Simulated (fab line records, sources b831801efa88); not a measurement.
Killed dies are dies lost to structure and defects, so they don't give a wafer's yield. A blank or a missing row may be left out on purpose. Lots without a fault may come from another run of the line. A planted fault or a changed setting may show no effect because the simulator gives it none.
fab line records | flow sky130 | part 2 of 2: steps 27 to 36 of 36
record lots=5 wafers=15 last_day=50
route steps=708 shown LDD_HVN@269 LDD_HVP@278 LDD_LDN@289 SPACER@304
lots that met no fault: from a run of the same line without faults
start_h: hours from the record's first day to the start of the lot's first wafer shown | wait_h: hours since the lot's step before | " the same as in the row above | L1.1+2: a row that stands for several wafers | - no value, or no start given | * or withheld: withheld | < > ~ a bound
route shown NAME@n: a module of which the file shows steps, and the number in the route of the first | usual: mean/standard deviation of fault-free wafers | same: alike in all rows | chamber/n: place in a boat | sites: the reading at each site | _std_site: their standard deviation | _edge_site: outer sites' mean less inner sites' | radius_mm: how far each site lies from the wafer's centre | mask NAME#n: copy n | behind: the tool/chamber that last shaped the wafer | hold: why the lot was held/for how many hours/how that ended | device: the transistor (n, p or np) that didn't switch | end of line: the same wafers' tests at the end of the route | a step without rows: its recipe alone | killed: dies lost to structure and defects at the first sort, not the wafer's yield | map: a wafer's dies, x killed, . not, _ none there
set.NAME: the setting as run; set.NAME@STEP: as run at that earlier step | model.NAME: the simulator's own value behind a step, which no gauge read
lots at some steps of the route; a table a step, a row a wafer
services: from which hour (start_h, from the record's first day; less than 0 if before it) a tool's chamber was out of use, for how many hours, and why
## steps
# step SKY_LDD_LDN_DEVELOP_06
# recipe resist=NOVOLAK developer=TMAH develop_time_s=60 dev_temp_c=23
# usual exhaust_pa=45.0/1
# columns lot.wafer tool chamber start_h wait_h exhaust_pa
L083.1 litho_track-01 0 613.26 0.1 47.1
L083.2 " 0 " " 45.5
L083.5 " 0 " " 46.6
L089.1 litho_track-04 0 679.75 0.1 44.4
L089.3 " 0 " " 45.2
L089.5 " 0 " " 44.4
L093.2 litho_track-04 0 694.37 0.1 43.5
L093.4 " 0 " " 44.1
L093.5 " 0 " " 43.9
L096.3 litho_track-01 0 717.16 0.1 44.1
L096.4 " 0 " " 44.5
L096.6 " 0 " " 45.1
L097.3 litho_track-04 0 723.80 0.1 44.9
L097.4 " 0 " " 44.3
L097.5 " 0 " " 45.2
# step SKY_LDD_LDN_OVL_MEAS_07
# usual LDD_LDN_OVL=-0.3/1.3
# columns lot.wafer tool chamber start_h wait_h LDD_LDN_OVL[nm]
L083.1 overlay-02 - 613.41 0.1 1.0
L083.2 " - " " -0.2
L083.5 " - " " -0.3
L089.1 overlay-02 - 679.90 0.1 -2.0
L089.3 " - " " -0.8
L089.5 " - " " 0.4
L093.2 overlay-01 - 694.51 0.1 0.5
L093.4 " - " " 0.3
L093.5 " - " " -0.9
L096.3 overlay-02 - 717.27 0.1 0.9
L096.4 " - " " 0.8
L096.6 " - " " -0.2
L097.3 overlay-02 - 723.91 0.1 -0.8
L097.4 " - " " -1.1
L097.5 " - " " 0.0
# step SKY_LDD_LDN_IMPLANT_08
# recipe species=As energy_kev=15 dose_cm2=1.25e+13 tilt_deg=withheld rotation_deg=23
# usual end_station_pressure_torr=5.06e-06/2.7e-07
# columns lot.wafer tool chamber start_h wait_h end_station_pressure_torr
L083.1 implanter-04 0 613.44 0.0 4.96e-06
L083.2 " 0 " " 4.78e-06
L083.5 " 0 " " 5.13e-06
L089.1 implanter-02 0 679.94 0.0 5.41e-06
L089.3 " 0 " " 5.22e-06
L089.5 " 0 " " 4.84e-06
L093.2 implanter-02 0 694.56 0.0 4.34e-06
L093.4 " 0 " " 5.36e-06
L093.5 " 0 " " 5.52e-06
L096.3 implanter-02 0 717.34 0.1 5.29e-06
L096.4 " 0 " " 4.87e-06
L096.6 " 0 " " 4.99e-06
L097.3 implanter-02 0 723.99 0.1 5.19e-06
L097.4 " 0 " " 4.96e-06
L097.5 " 0 " " 5.02e-06
# step SKY_LDD_LDN_IMPLANT_09
# recipe species=As energy_kev=15 dose_cm2=1.25e+13 tilt_deg=withheld rotation_deg=113
# usual end_station_pressure_torr=5.08e-06/2.6e-07
# columns lot.wafer tool chamber start_h wait_h end_station_pressure_torr
L083.1 implanter-04 0 613.59 0.1 4.62e-06
L083.2 " 0 " " 4.94e-06
L083.5 " 0 " " 5.54e-06
L089.1 implanter-02 0 680.09 0.1 4.95e-06
L089.3 " 0 " " 5.55e-06
L089.5 " 0 " " 5.3e-06
L093.2 implanter-02 0 694.71 0.1 5.05e-06
L093.4 " 0 " " 5.56e-06
L093.5 " 0 " " 4.99e-06
L096.3 implanter-02 0 717.49 0.1 5.17e-06
L096.4 " 0 " " 5.36e-06
L096.6 " 0 " " 4.94e-06
L097.3 implanter-02 0 724.14 0.1 5.06e-06
L097.4 " 0 " " 5.09e-06
L097.5 " 0 " " 5.28e-06
# step SKY_LDD_LDN_IMPLANT_10
# recipe species=As energy_kev=15 dose_cm2=1.226e+13 tilt_deg=withheld rotation_deg=203
# usual end_station_pressure_torr=5.02e-06/2.6e-07
# columns lot.wafer tool chamber start_h wait_h end_station_pressure_torr
L083.1 implanter-04 0 613.74 0.1 5.47e-06
L083.2 " 0 " " 4.96e-06
L083.5 " 0 " " 5.2e-06
L089.1 implanter-02 0 680.24 0.1 5.06e-06
L089.3 " 0 " " 5.31e-06
L089.5 " 0 " " 4.72e-06
L093.2 implanter-02 0 694.86 0.1 4.66e-06
L093.4 " 0 " " 5.45e-06
L093.5 " 0 " " 4.81e-06
L096.3 implanter-02 0 717.64 0.1 5.11e-06
L096.4 " 0 " " 4.98e-06
L096.6 " 0 " " 5.21e-06
L097.3 implanter-02 0 724.29 0.1 5e-06
L097.4 " 0 " " 5.34e-06
L097.5 " 0 " " 4.9e-06
# step SKY_LDD_LDN_IMPLANT_11
# recipe species=As energy_kev=15 dose_cm2=1.25e+13 tilt_deg=withheld rotation_deg=293
# usual end_station_pressure_torr=5e-06/2.8e-07
# columns lot.wafer tool chamber start_h wait_h end_station_pressure_torr
L083.1 implanter-04 0 613.89 0.1 4.93e-06
L083.2 " 0 " " 5.38e-06
L083.5 " 0 " " 4.92e-06
L089.1 implanter-02 0 680.39 0.1 4.98e-06
L089.3 " 0 " " 4.95e-06
L089.5 " 0 " " 5.01e-06
L093.2 implanter-02 0 695.01 0.1 4.97e-06
L093.4 " 0 " " 5.26e-06
L093.5 " 0 " " 4.82e-06
L096.3 implanter-02 0 717.79 0.1 5.12e-06
L096.4 " 0 " " 5.13e-06
L096.6 " 0 " " 5e-06
L097.3 implanter-02 0 724.44 0.1 4.58e-06
L097.4 " 0 " " 4.55e-06
L097.5 " 0 " " 5.43e-06
# step SKY_LDD_LDN_STRIP_12
# recipe chemistry=O2/N2 power_w=1400 pressure_mtorr=1500 platen_temp_c=withheld o2_flow_sccm=3000 n2_flow_sccm=300 overash_fraction=0.5
# usual drypump_motor_current_A=5.4/0.44 oes_product_au=0.717/0.0044 strip_time_to_endpoint_s=14.18/0.045
# columns lot.wafer tool chamber start_h wait_h drypump_motor_current_A oes_product_au rf_hours_counter_h strip_time_to_endpoint_s
L083.1 plasma_asher-03 0 614.04 0.1 6.0 0.716 96 14.22
L083.2 " 1 " " 5.0 0.719 96 14.16
L083.5 " 0 " " 6.0 0.713 - 14.20
L089.1 plasma_asher-01 1 680.54 0.1 5.8 0.705 24 14.20
L089.3 " 0 " " 4.9 0.714 - 14.17
L089.5 " 0 " " 4.9 0.719 - 14.15
L093.2 plasma_asher-01 0 695.14 0.1 4.9 0.710 25 14.15
L093.4 " 1 " " 5.8 0.712 - 14.18
L093.5 " 0 " " 4.9 0.720 - 14.14
L096.3 plasma_asher-01 0 717.93 0.1 4.9 0.720 - 14.13
L096.4 " 1 " " 5.8 0.724 - 14.12
L096.6 " 0 " " 4.9 0.716 - 14.12
L097.3 plasma_asher-01 0 724.57 0.1 4.9 0.709 - 14.20
L097.4 " 1 " " 5.8 0.715 - 14.14
L097.5 " 1 " " 5.8 0.722 - 14.14
# step SKY_LDD_LDN_TW_MEAS_13
# usual LDD_LDN_TW=1475/20
# columns lot.wafer tool chamber start_h wait_h LDD_LDN_TW
L083.1 film_metro-01 - 614.14 0.1 1460
L083.2 " - " " 1453
L083.5 " - " " 1453
L089.1 film_metro-03 - 680.64 0.1 1493
L089.3 " - " " 1502
L089.5 " - " " 1487
L093.2 film_metro-01 - 695.25 0.1 1442
L093.4 " - " " 1441
L093.5 " - " " 1440
L096.3 film_metro-03 - 718.01 0.1 1479
L096.4 " - " " 1485
L096.6 " - " " 1480
L097.3 film_metro-01 - 724.66 0.1 1455
L097.4 " - " " 1455
L097.5 " - " " 1452
# step SKY_LDD_LDN_CLEAN_14
# recipe chemistry=SC1/SC2 mix=1:4:20 temp_c=70 time_s=150 dry=n2_spin
# columns lot.wafer tool chamber start_h wait_h
L083.1+2+5 wet_bench-02 3 614.20 0.1
L089.1+3+5 wet_bench-02 0 680.70 0.1
L093.2+4+5 wet_bench-01 1 695.30 0.0
L096.3+4+6 wet_bench-01 2 718.05 0.0
L097.3+4+5 wet_bench-01 2 724.70 0.0
# step SKY_SPACER_CVD_00
# recipe material=Si3N4 precursor=DCS/NH3 target_thk_nm=43.1 temp_c=770 time_s=740 pressure_mtorr=250
# usual pressure_mtorr=250.1/0.48 spike_tc_top_C=785.0/2.6 zone_power_bottom_pct=19.3/0.35
# columns lot.wafer tool chamber start_h wait_h pressure_mtorr spike_tc_top_C zone_power_bottom_pct
L083.1 lpcvd-02 0 614.99 0.7 250.6 782.6 19.8
L083.2 " 0 " " 249.9 784.6 19.6
L083.5 " 0 " " 249.8 783.2 19.7
L089.1 lpcvd-02 1 680.86 0.1 250.7 787.6 18.9
L089.3 " 1 " " 250.2 787.7 18.7
L089.5 " 1 " " 250.5 787.1 19.1
L093.2 lpcvd-02 0 696.48 1.1 249.9 781.6 19.6
L093.4 " 0 " " 250.1 781.8 19.7
L093.5 " 0 " " 250.6 783.9 19.4
L096.3 lpcvd-02 1 720.49 2.4 249.7 785.9 19.3
L096.4 " 1 " " 249.0 787.3 19.1
L096.6 " 1 " " 249.7 786.5 19.1
L097.3 lpcvd-02 1 724.75 0.0 249.8 787.8 19.1
L097.4 " 1 " " 249.9 787.3 19.0
L097.5 " 1 " " 249.9 786.6 19.2
## services
# columns tool chamber start_h hours kind
implanter-03 - 517.99 2.2 repair
implanter-04 - 521.40 4.9 repair
wet_bench-02 - 544.35 0.6 repair
plasma_asher-01 - 557.41 2.3 repair
implanter-03 - 567.18 0.6 repair
plasma_asher-03 - 568.71 1.1 repair
plasma_asher-03 - 570.49 1.9 repair
lpcvd-02 - 574.92 0.8 repair
implanter-02 - 583.74 2.8 repair
implanter-01 - 611.05 1.2 repair
wet_bench-01 - 613.22 1.6 repair
plasma_asher-04 - 617.57 4.3 repair
lpcvd-02 - 624.93 17.2 pm
plasma_asher-01 - 641.11 6.0 repair
iline_stepper-02 - 641.29 2.9 repair
wet_bench-02 - 642.49 2.3 repair
implanter-02 - 651.86 2.2 repair
iline_stepper-02 - 655.66 1.7 pm
implanter-04 - 665.40 3.3 pm
plasma_asher-03 - 681.42 1.1 repair
plasma_asher-01 - 686.55 2.7 repair
plasma_asher-01 - 693.12 0.7 repair
plasma_asher-02 - 696.93 8.1 repair
implanter-04 - 716.28 2.4 repair
